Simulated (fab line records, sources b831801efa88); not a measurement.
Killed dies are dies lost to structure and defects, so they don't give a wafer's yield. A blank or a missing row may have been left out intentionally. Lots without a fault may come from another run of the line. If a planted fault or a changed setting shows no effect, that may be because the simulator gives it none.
Which tool did it? -- flow sky130 -- Sampling: 14 lots, 42 wafers, 4 of 708 route steps

## WHAT EACH GAUGE READ, for each wafer
No reading from a measuring or inspecting step in the record can be judged against a usual standard deviation.

## WHICH TOOL RAN EACH LOT (tool, then ch and the chambers of the sampled wafers, then the start)
lot,SKY_VIA4_ETCH_12,SKY_VIA4_CMP_21,SKY_METAL5_SPUTTER_02,SKY_METAL5_DEVELOP_13
L867,"rie_diel-01 ch 1,3, day 42 17:37","cmp-02 ch 0,1,2, day 42 18:40","pvd_sputter-03, day 42 19:01","litho_track-04 ch 0, day 43 17:47"
L868,"rie_diel-02 ch 2,3, day 42 20:37","cmp-01 ch 1,3, day 42 21:46","pvd_sputter-02, day 42 22:07","litho_track-01 ch 0, day 43 20:47"
L869,"rie_diel-04 ch 1,2, day 43 09:43","cmp-01 ch 0,2,3, day 43 10:53","pvd_sputter-01, day 43 11:08","litho_track-04 ch 0, day 44 09:26"
L870,"rie_diel-02 ch 0,2,3, day 43 19:28","cmp-01 ch 1,2,3, day 43 20:43","pvd_sputter-03, day 43 21:04","litho_track-01 ch 0, day 44 18:53"
L872,"rie_diel-02 ch 0,3, day 44 06:40","cmp-01 ch 0,2,3, day 44 08:15","pvd_sputter-01, day 44 08:30","litho_track-01 ch 0, day 45 06:02"
L875,"rie_diel-02 ch 0,1,3, day 45 06:07","cmp-01 ch 0,2,3, day 45 07:32","pvd_sputter-03, day 45 07:47","litho_track-01 ch 0, day 46 04:19"
L876,"rie_diel-04 ch 0,1,2, day 45 09:34","cmp-02 ch 1,2,3, day 45 10:44","pvd_sputter-02, day 45 11:00","litho_track-03, day 46 07:09"
L877,"rie_diel-01 ch 0,1,3, day 45 15:37","cmp-02 ch 0,2,3, day 45 16:46","pvd_sputter-02, day 45 17:01","litho_track-01, day 46 13:32"
L881,"rie_diel-02 ch 0,1,2, day 46 12:10","cmp-02 ch 0,1, day 46 13:13","pvd_sputter-02, day 46 13:34","litho_track-03 ch 0, day 47 09:34"
L886,"rie_diel-04 ch 0,1,3, day 47 18:25","cmp-01 ch 0,1,2, day 47 19:42","pvd_sputter-02, day 47 20:00","litho_track-04 ch 0, day 48 14:48"
L887,"rie_diel-02 ch 0,2, day 48 00:49","cmp-01 ch 1,2,3, day 48 02:13","pvd_sputter-02, day 48 02:34","litho_track-03 ch 0, day 48 20:47"
L888,"rie_diel-01 ch 0,1, day 48 01:40","cmp-01 ch 2,3, day 48 03:18","pvd_sputter-03, day 48 03:39","litho_track-03 ch 0, day 48 21:56"
L889,"rie_diel-02 ch 0,1,2, day 48 10:40","cmp-02 ch 1,2,3, day 48 11:51","pvd_sputter-01, day 48 12:12","litho_track-03 ch 0, day 49 06:15"
L890,"rie_diel-02 ch 0,1,2, day 48 14:01","cmp-02 ch 0,1,2, day 48 15:07","pvd_sputter-01, day 48 15:28","litho_track-04 ch 0, day 49 08:59"
- SKY_VIA4_ETCH_12: etches SiO2 in C4F8/O2/Ar, stops on TiN, target depth 580 nm.
- SKY_VIA4_CMP_21: polishes, stops on SiO2, t overpolish 25 s, target thk 0 nm.
- SKY_METAL5_SPUTTER_02: material AlCu, target thk 1150 nm, time 61.2 s.
- SKY_METAL5_DEVELOP_13: develop time 60 s.

## AS READ BY THE TOOLS THEMSELVES (means over the sampled wafers that have a number; for cases with no such wafer, the mark the record gives instead)
SKY_VIA4_ETCH_12.
lot,tool,oes_product_au (a.u.)
L867,rie_diel-01,0.927
L868,rie_diel-02,0.925
L869,rie_diel-04,0.928
L870,rie_diel-02,0.926
L872,rie_diel-02,0.925
L875,rie_diel-02,0.924
L876,rie_diel-04,0.928
L877,rie_diel-01,0.927
L881,rie_diel-02,0.924
L886,rie_diel-04,0.926
L887,rie_diel-02,0.923
L888,rie_diel-01,0.928
L889,rie_diel-02,0.922
L890,rie_diel-02,0.922

SKY_VIA4_CMP_21.
lot,tool,motor_current_A (A),overpolish_run_s (s),platen_rpm (rpm),time_to_endpoint_s (s)
L867,cmp-02,11.9,25.005,60.00,131
L868,cmp-01,12.8,24.997,60.04,125
L869,cmp-01,11.4,24.993,60.00,124
L870,cmp-01,11.9,25.004,59.95,125
L872,cmp-01,11.4,25.005,60.00,123
L875,cmp-01,12.0,24.998,60.01,125
L876,cmp-02,11.9,25.001,60.04,128
L877,cmp-02,12.1,25.005,60.00,130
L881,cmp-02,11.4,25.007,60.04,130
L886,cmp-01,13.0,24.992,59.96,123
L887,cmp-01,11.9,25.002,60.03,118
L888,cmp-01,10.5,25.003,60.06,119
L889,cmp-02,12.2,24.998,59.99,134
L890,cmp-02,11.7,25.007,60.02,127

SKY_METAL5_SPUTTER_02.
lot,tool,throttle_valve_pct (%)
L867,pvd_sputter-03,29.2
L868,pvd_sputter-02,29.4
L869,pvd_sputter-01,30.7
L870,pvd_sputter-03,29.4
L872,pvd_sputter-01,30.5
L875,pvd_sputter-03,30.6
L876,pvd_sputter-02,29.8
L877,pvd_sputter-02,29.3
L881,pvd_sputter-02,29.9
L886,pvd_sputter-02,29.5
L887,pvd_sputter-02,29.7
L888,pvd_sputter-03,30.2
L889,pvd_sputter-01,30.7
L890,pvd_sputter-01,30.5

SKY_METAL5_DEVELOP_13.
lot,tool,chill_plate_temp_C (C)
L867,litho_track-04,23.12
L868,litho_track-01,22.91
L869,litho_track-04,23.04
L870,litho_track-01,23.15
L872,litho_track-01,22.84
L875,litho_track-01,23.05
L876,litho_track-03,-
L877,litho_track-01,-
L881,litho_track-03,22.96
L886,litho_track-04,22.93
L887,litho_track-03,23.03
L888,litho_track-03,22.88
L889,litho_track-03,22.86
L890,litho_track-04,23.01

## THE ANSWER, worked out from the rows above alone
Rule: usual is defined by the lots themselves. Put in order of their means at a reading, lots are off if they are a third of the lots or fewer, leave a main group of 4 or more, and stand apart from it by a gap of 3 or more times the standard deviation of the main group's means; of several such gaps the widest counts. If all means in a main group match to the digits the tables above print for the reading, that group is not used. Also off: a lot with no number at a reading for which 4 or more lots have one. The other lots that the step has rows for count as sound. The gauges are gone through in route order, then the tools' own readings, and for those a lot's mean is taken as printed above. The first step at which some lot is off is used, and at that step the reading that is off furthest; a lot without a number counts as furthest.
Off: L876, L877, at SKY_METAL5_DEVELOP_13 (chill_plate_temp_C). Without a number there: L876, L877. The main group: mean 22.98 C, standard deviation 0.097.
A tool fits if, at that step or a process step before it, it ran every lot that is off, and no sound lot after the first of them. No candidate that was tried fits.

## WHAT THE SIMULATOR HAD PUT IN
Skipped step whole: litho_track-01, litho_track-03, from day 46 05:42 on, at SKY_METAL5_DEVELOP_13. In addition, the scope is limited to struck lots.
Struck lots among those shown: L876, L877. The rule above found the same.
